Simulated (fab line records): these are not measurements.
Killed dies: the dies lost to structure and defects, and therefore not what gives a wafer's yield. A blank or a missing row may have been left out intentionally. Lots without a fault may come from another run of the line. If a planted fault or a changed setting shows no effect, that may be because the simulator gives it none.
Which tool did it?	flow sfq-line	Sampling: 13 lots, 39 wafers, 3 of 325 route steps

WHAT EACH GAUGE READ, for each wafer
SFQ_I3_BOW_MEAS_922.
lot	measured	on	I3_BOW (um)
L892	day 37 07:14	film-metro-03	4 4 19
L893	day 37 17:26	film-metro-03	-2 -4 -4
L897	day 38 23:25	film-metro-01	-1 1 3
L898	day 39 19:49	film-metro-04	1 -1 9
L899	day 40 09:50	film-metro-03	-1 -8 -2
L903	day 41 09:50	film-metro-01	2 15 4
L908	day 42 15:53	film-metro-01	9 9 -7
L909	day 43 10:43	film-metro-04	8 5 22
L910	day 43 13:45	film-metro-03	1 8 -11
L911	day 43 23:33	film-metro-01	7 9 3
L912	day 44 05:33	film-metro-01	-6 -3 2
L913	day 49 16:52	film-metro-03	3 -11 -5
L915	day 51 11:50	film-metro-04	6 -1 1

SFQ_M5_OVL_MEAS_932.
lot	measured	on	M5_OVL (nm)
L892	day 49 15:14	overlay-02	3 4 1
L893	day 50 16:32	overlay-01	-6 -1 4
L897	day 50 21:20	overlay-01	4 3 3
L898	day 54 20:52	overlay-01	0 -5 -2
L899	day 55 08:52	overlay-01	-4 -2 0
L903	day 56 22:55	overlay-02	2 -13 1
L908	day 62 06:40	overlay-02	-5 -6 -3
L909	day 63 20:22	overlay-01	9 8 13
L910	day 63 21:34	overlay-02	-14 -5 -9
L911	day 63 22:46	overlay-01	8 8 15
L912	day 64 07:35	overlay-01	9 8 10
L913	day 69 02:53	overlay-02	-12 -7 -9
L915	day 69 14:52	overlay-01	-8 0 -4

WHICH TOOL RAN EACH LOT (tool, then ch and the chambers of the sampled wafers, then the start)
lot	SFQ_TRILAYER_JJ_TRILAYER_DEP_SPUTTER_112
L892	pvd-sputter-04, day 44 00:48
L893	pvd-sputter-05, day 49 13:37
L897	pvd-sputter-05, day 50 05:13
L898	pvd-sputter-03, day 54 13:14
L899	pvd-sputter-03, day 55 01:14
L903	pvd-sputter-04, day 55 19:14
L908	pvd-sputter-03, day 57 10:50
L909	pvd-sputter-04, day 58 01:28
L910	pvd-sputter-03, day 58 06:14
L911	pvd-sputter-04, day 58 17:03
L912	pvd-sputter-05, day 58 18:15
L913	pvd-sputter-04, day 60 07:23
L915	pvd-sputter-03, day 60 20:43
- SFQ_TRILAYER_JJ_TRILAYER_DEP_SPUTTER_112: material Nb, target thk 170 nm, time 113.3 s.

AS READ BY THE TOOLS THEMSELVES (means over the sampled wafers that have a number; for cases with no such wafer, the mark the record gives instead)
SFQ_TRILAYER_JJ_TRILAYER_DEP_SPUTTER_112.
lot	tool	chamber-pressure-pa (Pa)	throttle-valve-pct (%)
L892	pvd-sputter-04	0.1333	29.7
L893	pvd-sputter-05	0.1334	30.0
L897	pvd-sputter-05	0.1331	30.1
L898	pvd-sputter-03	0.1331	30.3
L899	pvd-sputter-03	0.1335	30.1
L903	pvd-sputter-04	0.1333	30.2
L908	pvd-sputter-03	0.1332	30.3
L909	pvd-sputter-04	0.1334	30.4
L910	pvd-sputter-03	0.1330	30.2
L911	pvd-sputter-04	0.1332	29.8
L912	pvd-sputter-05	0.1332	30.3
L913	pvd-sputter-04	0.1334	29.5
L915	pvd-sputter-03	0.1334	30.4

THE ANSWER, worked out from the rows above alone
Rule: usual is defined by the lots themselves. The widest of any qualifying gaps counts: lots, ordered by their means at a reading, are off when they make up no more than a third of the lots, leave a main group of 4 or more, and stand apart from it by 3 or more times the standard deviation of that group's means. A main group is skipped when, at the precision printed for the reading in the tables above, its means are all equal. Also off: a lot with no number at a reading for which 4 or more lots have one. All remaining lots with rows at the step are treated as sound. Order of review: gauges by route order, followed by the tools' own readings, for which a lot's mean as printed above is used. The first step at which some lot is off is used, and at that step the reading that is off furthest; a lot without a number counts as furthest.
No lot is off at any reading shown: from this, nothing can be told.

WHAT WAS PUT IN BY THE SIMULATOR
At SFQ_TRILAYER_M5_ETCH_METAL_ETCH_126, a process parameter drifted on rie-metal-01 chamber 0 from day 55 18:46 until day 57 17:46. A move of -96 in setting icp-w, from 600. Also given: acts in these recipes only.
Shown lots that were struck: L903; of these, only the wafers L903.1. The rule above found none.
